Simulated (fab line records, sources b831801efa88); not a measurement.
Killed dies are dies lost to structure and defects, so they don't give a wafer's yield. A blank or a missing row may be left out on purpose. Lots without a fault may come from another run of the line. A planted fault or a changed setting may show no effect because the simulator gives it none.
Problem report in the 8D (eight disciplines) form, filled by code | flow sky130 | the parts of the form that need people (team, actions taken, sign-off) are left out

1. THE PROBLEM
heater_power_total_W at SKY_CAPM_SOFTBAKE_08 reads a mean of 54.55 W on 6 wafers of 2 lots; wafers without a fault read 56.59 W with a standard deviation of 0.042. That is -49 standard deviations from the usual mean.
The step: time 60 s.
First seen on wafer L825.4, day 41 23:11, on litho_track-03. The record holds 18 wafers of 6 lots with a number at this step. Rule for "out", or "out of limits": more than 4 standard deviations from the usual mean. The other wafers with a number count as sound.

2. WHAT IT IS AND WHAT IT IS NOT
question                    | is                                 | is not
which readings at this step | heater_power_total_W, plate_temp_C | exhaust_pa
which lots                  | L825, L827                         | L810, L820, L829, L831
which wafers of those lots  | all that have a number             | -
read on which tools         | litho_track-03                     | litho_track-01, litho_track-02
when                        | from day 41 23:11                  | up to then (6 sound wafers); but 6 sound wafers of L829, L831 came after

3. SUSPECTS, AND WHAT RULES EACH OUT
Counting: a tool at a process step up to the reading stays a suspect if it ran every lot that is out and no sound lot after the first of them.
- litho_track-03 at SKY_CAPM_SOFTBAKE_08 (time 60 s): kept. It ran every lot that is out, first L825 (day 41 23:11), and no sound lot after that; its last sound lot up to then is L820 (day 40 11:26). Its own readings are out on those wafers: heater_power_total_W, plate_temp_C.
Left after counting: litho_track-03 at SKY_CAPM_SOFTBAKE_08.

4. THE CAUSE (what the simulator had put in)
Process parameter drift: litho_track-03, from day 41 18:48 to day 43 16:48, at SKY_CAPM_SOFTBAKE_08. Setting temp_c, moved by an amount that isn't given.
Counting left only this tool.

5. THE CHAIN OF EFFECTS, in route order
Each row: a reading whose mean over the struck wafers that have a number lies more than 3 standard deviations from the usual. Only readings for which the record gives a usual standard deviation are gone through. hours: the time from each lot's start at the first step in this table that gives one to its start at this step, as a median over the lots. sigmas: the change in usual standard deviations.
hours | step                 | reading              | usual   | on struck wafers | change | sigmas
0     | SKY_CAPM_SOFTBAKE_08 | heater_power_total_W | 56.59 W | 54.55            | -2.05  | -49
0     | SKY_CAPM_SOFTBAKE_08 | plate_temp_C         | 89.97 C | 87.65            | -2.32  | -19
The process steps in it:
- SKY_CAPM_SOFTBAKE_08: time 60 s.
Later measuring or inspecting steps at which every struck wafer that the step has a row for has a number for every such reading, and none has moved that far: SKY_CAPM_OVL_MEAS_12.

6. WHAT WOULD HAVE CAUGHT IT SOONER
In this record the first reading out of limits was taken at day 41 23:11, 4 hours after the fault began at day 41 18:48.
